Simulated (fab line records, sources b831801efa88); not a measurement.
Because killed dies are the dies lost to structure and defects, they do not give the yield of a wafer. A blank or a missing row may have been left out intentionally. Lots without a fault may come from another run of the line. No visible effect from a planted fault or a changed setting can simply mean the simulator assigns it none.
fab line records | flow sky130
[record] lots = 6 wafers = 18 lastDay = 50
route steps=708 shown PASSIVATION@684 PAD_OPEN@694
lots that met no fault: from a run of the same line without faults
startH: hours from the record's first day to the start of the lot's first wafer shown | waitH: how many hours have passed since the lot's step before this one | " same as the row above | L1.1+2: several wafers, shown together as one row | - no value, or no start given | * or withheld: withheld | < > ~ a bound
route shown NAME@n: a module of which the file shows steps, and the number in the route of the first | usual: mean/standard deviation taken from wafers without a fault | same: alike in all rows | chamber/n: place in a boat | sites: readings site by site | _std_site: how widely they spread, as a standard deviation | _edge_site: the outer-site mean with the inner-site mean subtracted | radiusMm: for every site, how far away it sits from the centre of the wafer | mask NAME#n: copy n | behind: tool/chamber where the wafer was last shaped | hold: why the lot was held/for how many hours/how that ended | device: whichever transistor did not switch (one of n, p or np) | end of line: the route-end tests of the same wafers | step lacking rows: just its recipe | killed: at the first sort, the dies lost to defects and structure; wafer yield is something else | map: a wafer's dies, x killed, . not, _ none there
set.NAME: the setting the step ran with; set.NAME@STEP: the setting that earlier step ran with | model.NAME: the simulator's own value behind a step, which no gauge read
lots at some steps of the route; a table a step, a row a wafer
services: a tool's chamber out of use, with start hour (startH, from the record's first day; less than 0 if before it), hours out, and reason
[[steps]]
[step SKY_PASSIVATION_THK_MEAS_03]
[recipe] reads = Si3N4_of_PASSIVATION_CVD_02
[usual] PASSIVATION_CVD_02_THK = 538/6.3
// columns lot.wafer tool chamber startH waitH PASSIVATION_CVD_02_THK[nm]
L804.4 filmMetro-01 - 1035.05 - 536
L804.5 " - " " 535
L804.6 " - " " 540
L806.3 filmMetro-04 - 1043.27 - 535
L806.4 " - " " 548
L806.6 " - " " 544
L810.1 filmMetro-03 - 1077.46 - 538
L810.3 " - " " 530
L810.6 " - " " 547
L809.1 filmMetro-04 - 1077.69 - 532
L809.5 " - " " 542
L809.6 " - " " 540
L820.1 filmMetro-01 - 1139.52 - 527
L820.3 " - " " 528
L820.6 " - " " 542
L823.1 filmMetro-03 - 1153.77 - 536
L823.2 " - " " 533
L823.5 " - " " 543
[step SKY_PASSIVATION_DEHYDRATE_04]
[recipe] tempC = 200 timeS = 60
[step SKY_PASSIVATION_HMDS_05]
[recipe] primeTimeS = 60 primeTempC = 120
[step SKY_PASSIVATION_COAT_06]
[recipe] spinRpm = 2000 resistThkNm = 3000
[step SKY_PASSIVATION_SOFTBAKE_07]
[recipe] tempC = 110 timeS = withheld
[step SKY_PASSIVATION_EXPOSE_08]
[recipe] maskId = NSM targetCdNm = 3000 na = 0.57 doseMj = 260
[step SKY_PASSIVATION_PEB_09]
[recipe] tempC = 115 timeS = withheld
[step SKY_PASSIVATION_DEVELOP_10]
[recipe] developTimeS = 60 devTempC = 23
[step SKY_PASSIVATION_ETCH_11]
[recipe] chemistry = CF4/O2 targetDepthNm = 725 stopOn = AlCu sourceW = 800 biasW = 150 pressureMtorr = 150 cf4FlowSccm = 80 O2_flow_sccm = 10 timeS = 161.1
[usual] cf4FlowSccm = 79.98/0.22 drypumpMotorCurrentA = 5.6/0.55 oesProductAu = 0.976/0.0063 throttleValvePct = 5.963/0.0096
// columns lot.wafer tool chamber startH waitH cf4FlowSccm drypumpMotorCurrentA oesProductAu rfHoursCounterH throttleValvePct
L804.4 rieDiel-01 2 1056.61 - 80.33 5.2 0.984 8 5.957
L804.5 " 3 " " 79.85 5.2 0.970 - 5.974
L804.6 " 0 " " 79.73 5.9 0.973 - 5.979
L806.3 rieDiel-01 2 1064.80 - 80.55 5.2 0.974 8 5.976
L806.4 " 3 " " 79.87 5.2 0.984 10 5.967
L806.6 " 1 " " 79.73 6.6 0.982 - 5.948
L810.1 rieDiel-03 0 1097.20 - 80.06 4.9 0.977 12 5.964
L810.3 " 3 " " 79.67 4.7 0.969 27 5.961
L810.6 " 2 " " 80.15 5.7 0.981 - 5.968
L809.1 rieDiel-02 3 1098.25 - 80.02 6.2 0.979 13 5.984
L809.5 " 2 " " 80.26 5.5 0.984 - 5.953
L809.6 " 3 " " 79.42 6.3 0.977 - 5.967
L820.1 rieDiel-02 1 1157.86 - 80.18 5.7 0.962 23 5.962
L820.3 " 2 " " 80.38 5.5 0.961 7 5.980
L820.6 " 3 " " 80.16 6.3 0.968 - 5.958
L823.1 rieDiel-01 3 1169.75 - 79.88 5.2 0.970 14 5.962
L823.2 " 1 " " 80.41 6.6 0.975 18 5.954
L823.5 " 2 " " 79.54 5.1 0.985 - 5.964
[step SKY_PASSIVATION_STRIP_12]
[recipe] chemistry = O2/N2 powerW = 1400 pressureMtorr = 1500 platenTempC = withheld overashFraction = 0.7 o2FlowSccm = 3000 n2FlowSccm = 300
[usual] drypumpMotorCurrentA = 5.8/0.68 oesProductAu = 0.660/0.0047 stripTimeToEndpointS = 31.53/0.13
// columns lot.wafer tool chamber startH waitH drypumpMotorCurrentA oesProductAu rfHoursCounterH stripTimeToEndpointS
L804.4 plasmaAsher-01 1 1056.75 0.1 4.8 0.654 - 31.25
L804.5 " 1 " " 4.8 0.653 - 31.27
L804.6 " 0 " " 5.7 0.665 - 31.10
L806.3 plasmaAsher-01 0 1064.94 0.1 5.7 0.656 - 31.52
L806.4 " 1 " " 4.8 0.658 - 31.45
L806.6 " 0 " " 5.7 0.657 - 31.55
L810.1 plasmaAsher-02 1 1097.31 0.1 6.0 0.666 3 31.64
L810.3 " 0 " " 6.4 0.660 - 31.62
L810.6 " 0 " " 6.4 0.661 - 31.54
L809.1 plasmaAsher-04 0 1098.36 0.1 6.8 0.658 70 31.50
L809.5 " 0 " " 6.9 0.663 - 31.43
L809.6 " 1 " " 5.8 0.656 - 31.55
L820.1 plasmaAsher-02 1 1157.97 0.1 6.0 0.661 9 31.54
L820.3 " 1 " " 6.0 0.660 - 31.59
L820.6 " 1 " " 6.0 0.664 - 31.60
L823.1 plasmaAsher-02 0 1169.86 0.1 6.3 0.649 10 31.52
L823.2 " 1 " " 6.0 0.666 10 31.62
L823.5 " 1 " " 6.0 0.669 - 31.64
[step SKY_PAD_OPEN_DEHYDRATE_00]
[recipe] tempC = 200 timeS = 60
[step SKY_PAD_OPEN_HMDS_01]
[recipe] primeTimeS = 60 primeTempC = 120
[step SKY_PAD_OPEN_COAT_02]
[recipe] spinRpm = 2000 resistThkNm = 3000
[usual] exhaustPa = 44.9/0.91 spinSpeedRpm = 1999.9/1.2
// columns lot.wafer tool chamber startH waitH exhaustPa spinSpeedRpm model.coat_of_PAD_OPEN_COAT_02.thkNm
L804.4 lithoTrack-02 0 1067.73 0.1 45.0 2000.2 3017
L804.5 " 0 " " 45.3 2001.4 3010
L804.6 " 0 " " 44.8 2000.3 3009
L806.3 lithoTrack-02 0 1074.65 0.1 45.9 2001.7 3002
L806.4 " 0 " " 46.4 1999.8 3008
L806.6 " 0 " " 46.1 1999.7 3006
L810.1 lithoTrack-02 0 1105.90 0.1 45.4 2087.9 2934
L810.3 " 0 " " 44.7 2087.8 2935
L810.6 " 0 " " 45.1 2088.9 2940
L809.1 lithoTrack-02 0 1106.90 0.1 46.0 2087.7 2956
L809.5 " 0 " " 44.8 2086.1 2948
L809.6 " 0 " " 45.7 2087.7 2940
L820.1 lithoTrack-04 0 1165.90 0.1 45.0 1998.3 2998
L820.3 " 0 " " 43.1 1998.5 2995
L820.6 " 0 " " 44.2 1999.4 2992
L823.1 lithoTrack-04 0 1178.55 0.1 46.4 1999.8 2989
L823.2 " 0 " " 46.9 1998.7 3001
L823.5 " 0 " " 45.7 2001.3 2998
[step SKY_PAD_OPEN_SOFTBAKE_03]
[recipe] tempC = 110 timeS = withheld
[step SKY_PAD_OPEN_EXPOSE_04]
[recipe] maskId = PDM targetCdNm = 60000 na = 0.57 doseMj = 260
[step SKY_PAD_OPEN_PEB_05]
[recipe] tempC = 115 timeS = withheld
[step SKY_PAD_OPEN_DEVELOP_06]
[recipe] developTimeS = 60 devTempC = 23
[usual] exhaustPa = 45.2/0.88
// columns lot.wafer tool chamber startH waitH exhaustPa model.coat_of_PAD_OPEN_COAT_02.thkNm
L804.4 lithoTrack-02 0 - - 44.3 3015
L804.5 " 0 " " 44.5 3009
L804.6 " 0 " " 44.3 3008
L806.3 lithoTrack-04 0 - - 45.2 3001
L806.4 " 0 " " 44.9 3007
L806.6 " 0 " " 45.0 3005
L810.1 lithoTrack-04 0 - - 44.5 2933
L810.3 " 0 " " 44.1 2934
L810.6 " 0 " " 44.0 2939
L809.1 lithoTrack-02 0 - - 44.2 2955
L809.5 " 0 " " 46.1 2947
L809.6 " 0 " " 44.7 2939
L820.1 lithoTrack-03 0 - - 46.0 2997
L820.3 " 0 " " 45.1 2994
L820.6 " 0 " " 46.3 2991
L823.1 lithoTrack-02 0 - - 44.5 2988
L823.2 " 0 " " 44.1 3000
L823.5 " 0 " " 44.7 2997
[step SKY_PAD_OPEN_ETCH_07]
[recipe] chemistry = CF4/O2 targetDepthNm = 725 stopOn = AlCu sourceW = 800 biasW = 150 pressureMtorr = 150 cf4FlowSccm = 80 O2_flow_sccm = 10 timeS = 161.1
[usual] cf4FlowSccm = 80.01/0.21 drypumpMotorCurrentA = 5.5/0.51 oesProductAu = 0.976/0.0068 throttleValvePct = 5.964/0.0092
// columns lot.wafer tool chamber startH waitH cf4FlowSccm drypumpMotorCurrentA oesProductAu rfHoursCounterH throttleValvePct
L804.4 rieDiel-04 3 1078.50 - 79.70 5.6 0.980 - 5.955
L804.5 " 2 " " 80.12 5.6 0.979 - 5.965
L804.6 " 1 " " 79.95 5.2 0.981 - 5.961
L806.3 rieDiel-04 3 1084.50 - 80.18 5.7 0.983 22 5.973
L806.4 " 2 " " 80.43 5.6 0.986 - 5.964
L806.6 " 3 " " 80.38 5.6 0.980 - 5.977
L810.1 rieDiel-03 3 1117.45 - 80.15 4.7 0.987 28 5.965
L810.3 " 0 " " 80.06 4.9 0.975 13 5.967
L810.6 " 1 " " 80.33 6.0 0.975 - 5.955
L809.1 rieDiel-01 0 1118.00 - 80.15 5.9 0.961 3 5.967
L809.5 " 0 " " 79.84 5.9 0.977 - 5.977
L809.6 " 1 " " 79.94 6.6 0.970 - 5.985
L820.1 rieDiel-01 2 1174.41 - 80.17 5.1 0.964 11 5.963
L820.3 " 1 " " 79.76 6.6 0.966 18 5.959
L820.6 " 0 " " 80.36 5.9 0.974 - 5.992
L823.1 rieDiel-03 0 1186.40 - 80.02 4.9 0.977 16 5.960
L823.2 " 3 " " 80.09 4.6 0.976 30 5.973
L823.5 " 3 " " 79.97 4.7 0.979 - 5.953
[step SKY_PAD_OPEN_STRIP_08]
[recipe] chemistry = O2/N2 powerW = 1400 pressureMtorr = 1500 platenTempC = withheld overashFraction = 0.7 o2FlowSccm = 3000 n2FlowSccm = 300
[usual] drypumpMotorCurrentA = 5.7/0.64 oesProductAu = 0.663/0.0045 stripTimeToEndpointS = 37.06/0.11
// columns lot.wafer tool chamber startH waitH drypumpMotorCurrentA oesProductAu rfHoursCounterH stripTimeToEndpointS
L804.4 plasmaAsher-01 1 1078.59 0.0 4.8 0.658 - 37.26
L804.5 " 0 " " 5.7 0.664 - 37.17
L804.6 " 1 " " 4.8 0.671 - 37.17
L806.3 plasmaAsher-03 0 1084.64 0.1 6.1 0.655 - 37.08
L806.4 " 1 " " 6.0 0.663 - 37.16
L806.6 " 1 " " 6.0 0.666 - 37.13
L810.1 plasmaAsher-01 0 1117.56 0.1 5.8 0.672 94 36.31
L810.3 " 0 " " 5.7 0.662 - 36.34
L810.6 " 1 " " 4.8 0.665 - 36.38
L809.1 plasmaAsher-01 1 1118.11 0.1 4.8 0.674 94 36.53
L809.5 " 1 " " 4.8 0.659 - 36.47
L809.6 " 0 " " 5.8 0.656 - 36.39
L820.1 plasmaAsher-03 1 1174.52 0.1 6.0 0.656 41 37.02
L820.3 " 1 " " 6.0 0.667 - 37.00
L820.6 " 0 " " 6.1 0.666 - 36.97
L823.1 plasmaAsher-01 0 1186.51 0.1 5.7 0.660 101 36.92
L823.2 " 1 " " 4.8 0.657 101 37.07
L823.5 " 1 " " 4.8 0.661 - 37.05
[step SKY_PAD_OPEN_STRIP_09]
[recipe] chemistry = postEtchResidueRemover timeS = 1200 tempC = 72.5
[step SKY_PAD_OPEN_PROBE_99]
[usual] defectLimitedYield = 82.3/1.9 killed_at_M0_to_M3 = 43/6.7 killed_at_M4_up = 3.2/1.8 killedAtContacts = 25/5.2 killedAtFrontEnd = 15/4.4 killedAtOther = 0.2/0.4 killedDies = 87/9.3 killedOpen = 48/7.1 killedShort = 39/6 sort_bin_3_pad_short = 0.9/0.41 sort_bin_5_function = 10.5/1.4 sort_bin_6_memory = 6.3/1.1 sortNPass = 405/9.3 sortYieldPct = 82.3/1.9
[same] grossDies = 492 killedAtBackSide = 0 sort_bin_4_leakage[%] = 0 sort_bin_8_speed[%] = 0
// columns lot.wafer tool chamber startH waitH defectLimitedYield[%] killed_at_M0_to_M3 killed_at_M4_up killedAtContacts killedAtFrontEnd killedAtOther killedDies killedOpen killedShort sort_bin_3_pad_short[%] sort_bin_5_function[%] sort_bin_6_memory[%] sortNPass sortYieldPct[%]
L804.4 prober-02 - 1080.96 0.2 82.1 49 1 23 15 0 88 46 42 1.0 10.0 6.9 404 82.1
L804.5 prober-02 - 1081.01 0.2 81.3 46 4 22 19 1 92 53 39 0.8 11.8 6.1 400 81.3
L804.6 prober-02 - 1081.06 0.2 83.3 35 2 28 16 1 82 48 34 0.8 10.8 5.1 410 83.3
L810.1 prober-01 - 1120.18 0.1 83.9 43 4 20 12 0 79 52 27 0.4 9.1 6.5 413 83.9
L810.3 prober-01 - 1120.28 0.2 82.5 44 0 28 14 0 86 44 42 0.4 12.2 4.9 406 82.5
L810.6 prober-01 - 1120.43 0.2 82.1 42 2 21 23 0 88 43 45 0.8 10.0 7.1 404 82.1
// killed by level:class
L804.4 VIA1:geometricParticle:open=11 VIA1:geometricParticle:short=8 CONTACT:geometricParticle:open=7 VIA3:geometricParticle:open=7 POLY_GATE:geometricParticle:short=6 LI_CONTACT:geometricParticle:open=6 SPACER:geometricParticle:short=5 CONTACT:geometricParticle:short=5
L804.5 VIA1:geometricParticle:open=12 CONTACT:geometricParticle:open=10 VIA3:geometricParticle:open=8 METAL2:geometricParticle:short=6 LI_CONTACT:geometricParticle:open=6 VIA2:geometricParticle:open=6 FIELD_ISO:geometricParticle:short=5 METAL3:geometricParticle:short=5
L804.6 CONTACT:geometricParticle:open=15 LI_CONTACT:geometricParticle:open=9 VIA1:geometricParticle:open=7 FIELD_ISO:geometricParticle:short=6 VIA2:geometricParticle:open=5 VIA3:geometricParticle:open=5 METAL1:geometricParticle:short=4 POLY_GATE:geometricParticle:short=3
L810.1 VIA1:geometricParticle:open=12 VIA3:geometricParticle:open=7 CONTACT:geometricParticle:open=7 LI_CONTACT:geometricParticle:open=5 VIA2:geometricParticle:open=5 FIELD_ISO:geometricParticle:open=4 CONTACT:geometricParticle:short=4 VIA1:geometricParticle:short=4
L810.3 LI_CONTACT:geometricParticle:open=9 METAL1:geometricParticle:short=8 METAL2:geometricParticle:short=7 CONTACT:geometricParticle:short=7 CONTACT:geometricParticle:open=7 VIA3:geometricParticle:open=7 VIA2:geometricParticle:open=6 FIELD_ISO:geometricParticle:short=5
L810.6 FIELD_ISO:geometricParticle:open=10 VIA3:geometricParticle:short=10 VIA2:geometricParticle:open=7 CONTACT:geometricParticle:open=7 LI_CONTACT:geometricParticle:open=6 VIA2:geometricParticle:short=6 FIELD_ISO:geometricParticle:short=5 LOCAL_INTERCONNECT:geometricParticle:short=5
[[services]]
// columns tool chamber startH hours kind
plasmaAsher-02 - 1055.25 9.0 pm
plasmaAsher-02 0 1055.25 9.0 ventCycle
plasmaAsher-02 1 1055.25 9.0 ventCycle
plasmaAsher-02 0 1064.25 - clean
plasmaAsher-02 1 1064.25 - clean
rieDiel-01 - 1065.05 14.6 pm
plasmaAsher-02 - 1090.13 2.8 repair
rieDiel-02 0 1090.18 - clean
rieDiel-02 0 1090.18 14.8 scheduledDown
rieDiel-02 0 1090.18 14.8 ventCycle
plasmaAsher-04 - 1113.64 4.6 repair
rieDiel-03 3 1142.02 4.9 repair
rieDiel-03 2 1147.01 - clean
rieDiel-03 2 1147.01 - consumableReplace:focusRing
rieDiel-03 2 1147.01 17.6 scheduledDown
rieDiel-03 2 1147.01 17.6 ventCycle
plasmaAsher-02 - 1154.65 1.8 repair
rieDiel-01 3 1185.94 9.4 repair
[[key]]
[firstSign] step = SKY_PAD_OPEN_COAT_02 reading = spinSpeedRpm direction = up sigmas = 72 usual = 1999.9 struck = 2087.7
[effect] step = SKY_PAD_OPEN_STRIP_08 reading = stripTimeToEndpointS direction = down sigmas = 6 usual = * struck = *
[modelEffect] step = SKY_PAD_OPEN_COAT_02 value = coat_of_PAD_OPEN_COAT_02.thkNm without = 3006 struck = 2942
[modelEffect] step = SKY_PAD_OPEN_DEVELOP_06 value = coat_of_PAD_OPEN_COAT_02.thkNm without = 3005 struck = 2941
metAt SKY_PAD_OPEN_COAT_02
struckWafers L809.1,L809.5,L809.6,L810.1,L810.3,L810.6
onsetBetween 1074.65 1105.90
[fault] kind = processParameterDrift tool = lithoTrack-02 chamber = - onsetH = 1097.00 steps = SKY_PAD_OPEN_COAT_02 channel = spinRpm offset = 87.115 shape = step endH = 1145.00 actsIn = theseRecipesOnly stated = 2000
